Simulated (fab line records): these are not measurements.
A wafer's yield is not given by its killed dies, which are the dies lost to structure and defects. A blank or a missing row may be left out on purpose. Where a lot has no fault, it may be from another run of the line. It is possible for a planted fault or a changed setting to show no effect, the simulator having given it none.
Comparing a struck lot with a sound one ; flow sky130 ; 35 steps out of a route of 708
Sound: the wafers L600.1, L600.4, L600.6. Struck: wafers L616.1, L616.2, L616.3. At the end, the cause is stated.
At each step with rows: each side's tool, then ch and its chambers, then its first start. Under that, the readings that differ: sound wafers ; struck wafers ; difference of the means ; sigmas: that difference in standard deviations of wafers without a fault.
alike: words and numbers the same on both sides, and readings whose means are apart by under 2 such deviations; not compared: readings that were withheld, readings missing a value for some wafer, numbers with overlapping values and no deviation given by the record, and bounds like >300 which may hide the same value.
A row with sigmas, a row that says differs or no value, or rows on one side alone: a step with any of these is where the two part. Non-overlapping numbers with no deviation appear without sigmas and do not part them. Lack of a reading on every wafer of one side parts them only where that side has two or more wafers.

first, 8 steps without rows for these wafers: SKY_VIA3_ETCH_14 (etches BARC in N2/H2, stops on SiO2, time 45.9 s, target depth 60 nm); SKY_VIA3_ETCH_15 (etches SiO2 in C4F8/O2/Ar, stops on TiN, target depth 507 nm, time 78 s); SKY_VIA3_STRIP_16 (strips in O2/N2); SKY_VIA3_STRIP_17 (strips in post etch residue remover, time 1200 s); SKY_VIA3_CLEAN_18 (cleans in IPA, time 180 s); SKY_VIA3_CLEAN_19 (cleans in O3/DIW); SKY_VIA3_SPUTTER_20 (material TiN, target thk 20 nm, time 80 s); SKY_VIA3_CVD_21 (deposits W, target thk 390 nm, time 117.31 s).
SKY_VIA3_CMP_24: polishes, stops on SiO2, t overpolish 20 s, target thk 0 nm.
  sound on cmp-02 ch 0,1,3, day 40 13:19; struck on cmp-02 ch 0,1,3, day 45 10:40
  alike: edgeZonePressureFrac, motorCurrentA, overpolishRunS, slurryFlowMlMin, timeToEndpointS
then, 25 steps without rows for these wafers: SKY_METAL4_SPUTTER_00 (material Ti, target thk 15 nm, time 10 s); SKY_METAL4_SPUTTER_01 (material TiN, target thk 20 nm, time 16.7 s); SKY_METAL4_SPUTTER_02 (material AlCu, target thk 735 nm, time 39.1 s); SKY_METAL4_SPUTTER_03 (material Ti, target thk 5 nm, time 3.3 s); SKY_METAL4_SPUTTER_04 (material TiN, target thk 70 nm, time 58.3 s); SKY_CAP2M_CVD_00 (deposits SiO2, target thk 15.5 nm); SKY_CAP2M_SPUTTER_02 (material TiN, target thk 200 nm, time 166.7 s); SKY_CAP2M_DEHYDRATE_05 (time 60 s); SKY_CAP2M_HMDS_06 (prime time 60 s); SKY_CAP2M_COAT_07 (resist thk 1140 nm); SKY_CAP2M_SOFTBAKE_08 (time 60 s); SKY_CAP2M_EXPOSE_09 (exposes mask CAP2M, target cd 1000 nm); SKY_CAP2M_PEB_10; SKY_CAP2M_DEVELOP_11 (develop time 60 s); SKY_CAP2M_METAL_ETCH_13 (etches TiN in Cl2/BCl3, stops on SiO2, target depth 220 nm, time 62.9 s); SKY_CAP2M_STRIP_14 (strips in O2/N2); SKY_CAP2M_STRIP_15 (strips in post etch residue remover, time 1200 s); SKY_CAP2M_CLEAN_16 (cleans in IPA, time 180 s); SKY_CAP2M_CLEAN_17 (cleans in O3/DIW); SKY_METAL4_DEHYDRATE_05 (time 60 s); SKY_METAL4_HMDS_06 (prime time 60 s); SKY_METAL4_COAT_07 (resist thk 60 nm); SKY_METAL4_COAT_08 (resist thk 1140 nm); SKY_METAL4_SOFTBAKE_09 (time 90 s); SKY_METAL4_EXPOSE_10 (exposes mask MM4, target cd 300 nm).
-- the record jumps here: 5 days lie between the struck wafers' starts before and after (it left off in module METAL4 and takes up again in module PAD_OPEN, whose first step shown is number 708 of the route) --
SKY_PAD_OPEN_PROBE_99:
  sound on prober-02, day 46 12:38; struck on prober-02, day 50 12:38
reading;sound;struck;difference;sigmas
defectLimitedYield (%);80.3 76.6 80.9;63.4 64.0 65.0;-15.1;-8
killed_at_M0_to_M3;52 57 38;139 133 140;+88;+13
killedDies;97 115 94;180 177 172;+74;+8
killedOnRim;24 20 16;43 32 25;+13;+4
killedOpen;46 66 53;39 47 30;-16;-2
killedShort;50 49 41;34 32 36;-13;-2
sort_bin_5_function (%);13.8 13.6 10.2;23.0 22.2 21.1;+9.6;+6
sort_bin_6_memory (%);4.9 8.1 7.9;11.6 12.2 12.0;+5.0;+5
sortNPass;395 377 398;312 315 320;-74;-8
sortYieldPct (%);80.3 76.6 80.9;63.4 64.0 65.0;-15.1;-8
model.etest.tester.sortNPass;395 377 398;312 315 320;-74;
model.etest.tester.sortYieldPct (%);80.28 76.63 80.89;63.41 64.02 65.04;-15.11;
model.etest.tester.sort_bin_5_pct (%);13.82 13.62 10.16;22.97 22.15 21.14;+9.55;
model.etest.tester.sort_bin_6_pct (%);4.878 8.13 7.927;11.59 12.2 11.99;+4.95;
  alike: killed_at_M4_up, killedAtContacts, killedAtFrontEnd, killedAtOther, sort_bin_3_pad_short
  not compared: model.etest.tester.sort_bin_3_pct

## WHERE THEY PART
SKY_PAD_OPEN_PROBE_99 only, going by this record.

WHY: whatever the simulator had introduced
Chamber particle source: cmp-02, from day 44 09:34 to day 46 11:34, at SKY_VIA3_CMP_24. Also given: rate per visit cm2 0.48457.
